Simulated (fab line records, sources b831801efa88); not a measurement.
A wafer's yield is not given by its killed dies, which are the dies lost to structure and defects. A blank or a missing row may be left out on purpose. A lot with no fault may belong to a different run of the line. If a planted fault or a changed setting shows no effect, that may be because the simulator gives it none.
A lot that was struck, set against a sound lot || flow sfq_line || 43 steps out of a route of 325
Sound: wafers L486.2, L486.3, L486.5. Wafers L488.2, L488.4, L488.6 were the ones struck. At the end, the cause is stated.
For every step that has rows: the tool of each side, followed by ch and its chambers, followed by its first start. Under that, the readings that differ: sound wafers || struck wafers || difference of the means || sigmas: that difference in standard deviations of wafers without a fault.
alike: same words and numbers on both sides, and readings whose means sit less than 2 such deviations apart. not compared: any withheld reading, any reading some wafer has no value for, any bound like >300 that may hide the same value, and any number with overlapping values for which the record gives no deviation.
A row with sigmas, a row that says differs or no value, or rows on one side alone: a step with any of these is where the two part. When numbers do not overlap yet have no deviation, they are printed without sigmas and do not part them. Lack of a reading on every wafer of one side parts them only where that side has two or more wafers.

first, 1 step without rows for these wafers: SFQ_TRILAYER_JJ_CE_BARC_OPEN_RIE_150 (chemistry O2, target BARC, target depth 240 nm, time 80 s).
SFQ_TRILAYER_JJ_CE_ETCH_RIE_118: chemistry SF6, target Nb, stops on Al2O3, time 97.7 s, target depth 170 nm.
  sound on rie_metal-02 ch 0, day 48 09:05; struck on rie_metal-03 ch 0,1, day 50 02:13
  alike: drypump_motor_current_A, he_backside_leak_sccm, oes_product_au
  not compared: rf_hours_counter_h
following that, these wafers have no rows for 1 step: SFQ_TRILAYER_JJ_ANODIZE_ANODIZE_119.
SFQ_TRILAYER_JJ_CE_STRIP_STRIP_120: strips in O2.
  sound on rie_metal-04 ch 0,1, day 48 09:44; struck on rie_metal-04 ch 0,1, day 50 02:52
  alike: drypump_motor_current_A, he_backside_leak_sccm, oes_product_au
  not compared: rf_hours_counter_h
then, 7 steps without rows for these wafers: SFQ_TRILAYER_JJ_CE_STRIP_SOLV_CLEAN_121 (cleans in NMP, time 600 s); SFQ_TRILAYER_M5_LITHO_COAT_128 (resist thk 62 nm); SFQ_TRILAYER_M5_LITHO_COAT_123 (resist thk 600 nm); SFQ_TRILAYER_M5_LITHO_SOFTBAKE_127; SFQ_TRILAYER_M5_LITHO_EXPOSE_124 (exposes mask M5, target cd 700 nm); SFQ_TRILAYER_M5_LITHO_PEB_126 (peb time 60 s); SFQ_TRILAYER_M5_LITHO_DEVELOP_125 (time 60 s).
-- the record jumps here: 5 days lie between the struck wafers' starts before and after --
SFQ_M5_OVL_MEAS_932:
  sound: overlay-01 at day 52 23:29; struck: overlay-01 at day 55 03:25
  alike: M5_OVL
SFQ_TRILAYER_M5_BARC_OPEN_METAL_ETCH_161: etches BARC in O2, target depth 125 nm, time 41.7 s.
  sound on rie_metal-03 ch 0,1, day 52 23:31; struck on rie_metal-03 ch 1, day 55 03:27
  no value came back on the struck wafers for any of 5 readings (bias_w (W), chamber_pressure_mTorr (mTorr) and others); on the sound wafers bias_w (W) reads 79.77 80.03 80.62
{"reading": "model.KrF_of_TRILAYER_M5_LITHO_COAT_123.thk_nm (nm)", "sound": "522.5 522.5 523.5", "struck": "574.2 572.7 574.4", "difference": "+50.9", "sigmas": ""}
  not compared: rf_hours_counter_h
SFQ_TRILAYER_M5_ETCH_METAL_ETCH_126: etches Nb in Cl2/BCl3, stops on SiO2, time 203.2 s, target depth 265 nm.
  sound on rie_metal-03 ch 0,1, day 52 23:35; struck on rie_metal-03 ch 1, day 55 03:31
{"reading": "oes_product_au (a.u.)", "sound": "0.722 0.725 0.718", "struck": "0.374 0.377 0.373", "difference": -0.347, "sigmas": -56}
{"reading": "model.KrF_of_TRILAYER_M5_LITHO_COAT_123.thk_nm (nm)", "sound": "370 370 370.4", "struck": "419.6 418.8 419.6", "difference": "+49.2", "sigmas": ""}
  alike: bias_w, chamber_pressure_mTorr, drypump_motor_current_A, he_backside_leak_sccm
  not compared: rf_hours_counter_h
then, 3 steps without rows for these wafers: SFQ_TRILAYER_M5_STRIP_STRIP_127 (strips in O2); SFQ_TRILAYER_M5_STRIP_SOLV_CLEAN_128 (cleans in NMP, time 600 s); SFQ_TRILAYER_A5B_DEP_PECVD_129 (deposits SiO2 from SiH4/N2O, time 133.33 s, target thk 600 nm).
SFQ_TRILAYER_A5B_CMP_CMP_130: polishes, stops on Nb, target thk 340.7 nm.
  sound on cmp-02 ch 1,2, day 53 00:38; struck on cmp-02 ch 0,1,3, day 55 04:34
  alike: edge_zone_pressure_frac, motor_current_A
then, 4 steps without rows for these wafers: SFQ_TRILAYER_A5B_METRO_MEASURE_131; SFQ_TRILAYER_R5_DEP_SPUTTER_132 (material Ti, target thk 5 nm, time 5 s); SFQ_TRILAYER_R5_DEP_SPUTTER_133 (material MoNx, target thk 40 nm, time 66.7 s); SFQ_TRILAYER_R5_DEP_SPUTTER_134 (material Ti, target thk 5 nm, time 5 s).
SFQ_R5_RS_MEAS_933: the measuring method here is four-point-probe.
  sound: film_metro-03 at day 53 04:58; struck: film_metro-02 at day 55 08:53
  alike: R5_MONX_RS
SFQ_R5_THK_MEAS_934: measures by xrf.
  sound: film_metro-03 at day 53 05:04; struck: film_metro-02 at day 55 08:59
  alike: R5_MONX_THK
then, 3 steps without rows for these wafers: SFQ_TRILAYER_R5_LITHO_COAT_141 (resist thk 62 nm); SFQ_TRILAYER_R5_LITHO_COAT_136 (resist thk 600 nm); SFQ_TRILAYER_R5_LITHO_SOFTBAKE_140.
-- the record jumps here: 5 days lie between the struck wafers' starts before and after --
SFQ_TRILAYER_R5_LITHO_EXPOSE_137: exposes mask R5, target cd 500 nm.
  struck on krf_scanner-01, day 60 13:02; sound on krf_scanner-01 ch 0, day 58 10:05
  no value came back on the struck wafers for exposure_dose_mJ_cm2, focus_offset_nm (nm), reticle_temp_C (C); on the sound wafers exposure_dose_mJ_cm2 reads 14.412 14.397 14.415
  alike: mask
then, 2 steps without rows for these wafers: SFQ_TRILAYER_R5_LITHO_PEB_139 (peb time 60 s); SFQ_TRILAYER_R5_LITHO_DEVELOP_138 (time 60 s).
SFQ_R5_OVL_MEAS_935:
  sound: overlay-02 at day 58 11:23; struck: overlay-02 at day 60 14:20
{"reading": "R5_OVL (nm)", "sound": "-3 -2 -2", "struck": "- - -", "difference": "no value on the struck wafers", "sigmas": ""}
SFQ_TRILAYER_R5_BARC_OPEN_METAL_ETCH_177: etches BARC in O2, target depth 125 nm, time 41.7 s.
  sound on rie_metal-01 ch 0,1, day 58 11:25; struck on rie_metal-03 ch 0,1, day 60 14:22
  alike: bias_w, chamber_pressure_mTorr, drypump_motor_current_A, he_backside_leak_sccm, oes_product_au
  not compared: rf_hours_counter_h
SFQ_TRILAYER_R5_ETCH_METAL_ETCH_139: etches the open film in Cl2, stops on SiO2, target depth 60 nm, time 40 s.
  sound on rie_metal-01 ch 0,1, day 58 11:29; struck on rie_metal-03 ch 0,1, day 60 14:26
  alike: bias_w, chamber_pressure_mTorr, drypump_motor_current_A, he_backside_leak_sccm, oes_product_au
  not compared: rf_hours_counter_h
then, 8 steps without rows for these wafers: SFQ_TRILAYER_R5_STRIP_STRIP_140 (strips in O2); SFQ_TRILAYER_R5_STRIP_SOLV_CLEAN_141 (cleans in NMP, time 600 s); SFQ_TRILAYER_A5C_DEP_PECVD_142 (deposits SiO2 from SiH4/N2O, time 15.556 s, target thk 70 nm); SFQ_TRILAYER_I5_LITHO_COAT_149 (resist thk 62 nm); SFQ_TRILAYER_I5_LITHO_COAT_144 (resist thk 650 nm); SFQ_TRILAYER_I5_LITHO_SOFTBAKE_148; SFQ_TRILAYER_I5_LITHO_PEB_147 (peb time 60 s); SFQ_TRILAYER_I5_LITHO_DEVELOP_146 (time 60 s).
SFQ_TRILAYER_I5_ETCH_VIA_ETCH_147: etches the open film in CHF3, stops on Nb, target depth 360 nm.
  sound on rie_diel-01 ch 0,1,2, day 60 02:25; struck on rie_diel-04 ch 0,2,3, day 60 21:17
{"reading": "oes_product_au (a.u.)", "sound": "0.988 0.983 1.002", "struck": "0.378 0.374 0.376", "difference": -0.615, "sigmas": "-99 or more"}
  alike: bias_w, chamber_pressure_mTorr, drypump_motor_current_A
-- the record jumps here: 13 days lie between the struck wafers' starts before and after --
SFQ_M8_BOW_MEAS_951:
  sound: film_metro-04 at day 73 19:14; struck: film_metro-02 at day 74 00:02
{"reading": "M8_BOW (um)", "sound": "-15 -15 -16", "struck": "23 18 19", "difference": "+35", "sigmas": "+4"}
{"reading": "model.etest.m5.comb_log10_ohm", "sound": "12 12 12", "struck": "0 0 0", "difference": -12, "sigmas": ""}
{"reading": "model.etest.r5.comb_log10_ohm", "sound": "12 12 12", "struck": "0 0 0", "difference": -12, "sigmas": ""}
{"reading": "model.etest.jj.g_times", "sound": "1 0.9981 1.001", "struck": "0 0 0", "difference": -1, "sigmas": ""}

WHERE THEY PART
At SFQ_TRILAYER_M5_BARC_OPEN_METAL_ETCH_161 first; at SFQ_M8_BOW_MEAS_951 last (within this record only).

WHY: what the simulator had put in
At SFQ_TRILAYER_M5_BARC_OPEN_METAL_ETCH_161, the step was skipped entirely on rie_metal-03 from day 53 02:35 on. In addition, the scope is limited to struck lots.
